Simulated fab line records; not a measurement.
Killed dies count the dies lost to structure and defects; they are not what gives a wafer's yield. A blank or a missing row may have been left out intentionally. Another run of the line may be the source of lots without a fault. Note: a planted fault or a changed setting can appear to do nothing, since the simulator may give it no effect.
Which of the tools did it? ; flow sky130 ; 14 lots with 42 wafers sampled at 3 steps, on a route of 708 steps

## WHAT EACH GAUGE READ, for each wafer
SKY_SD_N_CD_MEAS_07: target cd 380 nm. Usual: 379.7 nm for cd_nm, sd 2.5.
lot;measured;on;cd_nm (nm);flag
L797;day 27 21:29;cd_sem-01;379.5 380.3 378.2;
L796;day 27 22:49;cd_sem-01;374.9 376.7 377.1;
L798;day 28 09:16;cd_sem-02;383.3 385.3 385.2;
L799;day 28 15:25;cd_sem-01;379.4 379.8 379.0;
L800;day 29 06:14;cd_sem-02;377.1 378.6 379.3;
L801;day 29 14:37;cd_sem-01;377.8 379.3 377.4;
L802;day 29 18:35;cd_sem-02;378.4 376.1 377.9;
L804;day 30 08:37;cd_sem-02;377.5 376.5 377.7;
L806;day 31 07:36;cd_sem-01;379.9 380.1 378.9;
L807;day 31 15:23;cd_sem-01;380.4 381.1 381.8;
L811;day 32 13:32;cd_sem-01;379.2 381.1 380.5;
L813;day 33 07:43;cd_sem-01;380.6 380.7 379.9;
L819;day 35 10:04;cd_sem-01;374.7 375.5 374.5;
L818;day 35 19:01;cd_sem-02;378.5 380.0 377.5;

SKY_LI_CONTACT_CD_MEAS_12: target cd 170 nm. Usual: 169.8 nm for cd_nm, sd 1.3.
lot;measured;on;cd_nm (nm);flag
L797;day 29 01:59;cd_sem-01;169.6 170.0 169.1;
L796;day 29 03:18;cd_sem-02;168.2 167.9 168.1;
L798;day 29 15:10;cd_sem-01;170.1 171.3 170.9;
L799;day 29 20:18;cd_sem-02;171.9 170.9 170.5;
L800;day 30 11:13;cd_sem-02;171.2 170.2 169.6;
L801;day 30 19:01;cd_sem-02;172.5 171.6 170.7;
L802;day 30 23:13;cd_sem-02;169.9 169.5 170.9;
L804;day 31 13:50;cd_sem-02;169.2 169.6 169.5;
L806;day 32 13:02;cd_sem-02;169.4 170.3 170.7;
L807;day 32 19:46;cd_sem-02;171.7 170.6 170.6;
L811;day 33 17:37;cd_sem-02;167.9 169.2 168.1;
L813;day 34 11:25;cd_sem-01;168.5 169.6 167.9;
L819;day 36 13:37;cd_sem-01;169.6 168.6 170.3;
L818;day 36 22:50;cd_sem-01;171.1 169.8 170.4;

## EACH LOT AND THE TOOL THAT RAN IT (in order: tool; ch and the chambers of the sampled wafers; start)
lot;SKY_SD_N_RTA_14
L797;rtp_anneal-02 ch 0, day 27 22:10
L796;rtp_anneal-01 ch 0, day 27 23:30
L798;rtp_anneal-02 ch 0, day 28 09:55
L799;rtp_anneal-01 ch 0, day 28 16:05
L800;rtp_anneal-02 ch 0, day 29 06:55
L801;rtp_anneal-01 ch 0, day 29 15:16
L802;rtp_anneal-02 ch 0, day 29 19:14
L804;rtp_anneal-02 ch 0, day 30 09:16
L806;rtp_anneal-02 ch 0, day 31 08:15
L807;rtp_anneal-01 ch 0, day 31 16:04
L811;rtp_anneal-01 ch 0, day 32 14:11
L813;rtp_anneal-01 ch 0, day 33 08:23
L819;rtp_anneal-02 ch 0, day 35 10:43
L818;rtp_anneal-01 ch 0, day 35 19:43
- SKY_SD_N_RTA_14: time 2 s.

## AS READ BY THE TOOLS THEMSELVES (means over the sampled wafers that have a number; for cases with no such wafer, the mark the record gives instead)
SKY_SD_N_RTA_14. Usual: lamp_power_pct 15.73 %, standard deviation 0.048; wafer_temp_C_max 1078.2, standard deviation 1.3.
lot;tool;lamp_power_pct (%);wafer_temp_C_max;flag
L797;rtp_anneal-02;15.73;1077.6;
L796;rtp_anneal-01;15.78;1078.2;
L798;rtp_anneal-02;15.74;1078.5;
L799;rtp_anneal-01;15.76;1077.9;
L800;rtp_anneal-02;15.71;1077.2;
L801;rtp_anneal-01;15.75;1079.3;
L802;rtp_anneal-02;15.72;1077.3;
L804;rtp_anneal-02;15.72;1078.0;
L806;rtp_anneal-02;15.76;1079.7;
L807;rtp_anneal-01;15.76;1078.3;
L811;rtp_anneal-01;15.72;1077.7;
L813;rtp_anneal-01;15.73;1077.5;
L819;rtp_anneal-02;15.69;1077.8;
L818;rtp_anneal-01;15.72;1078.5;

## THE ANSWER, worked out from the rows above alone
Rule: a lot is off if the mean of its wafers that have a number lies more than 3 standard deviations from the usual mean. Also off: a lot with no number at a reading for which 4 or more lots have one. Any other lot the step has rows for is counted as sound. After the gauges, taken in route order, come the tools' own readings; for these a lot's mean is taken, as printed above. The first step at which some lot is off is used, and at that step the reading that is off furthest; a lot without a number counts as furthest.
None of the lots is off at any reading shown; this tells nothing.

## WHAT WAS PUT IN BY THE SIMULATOR
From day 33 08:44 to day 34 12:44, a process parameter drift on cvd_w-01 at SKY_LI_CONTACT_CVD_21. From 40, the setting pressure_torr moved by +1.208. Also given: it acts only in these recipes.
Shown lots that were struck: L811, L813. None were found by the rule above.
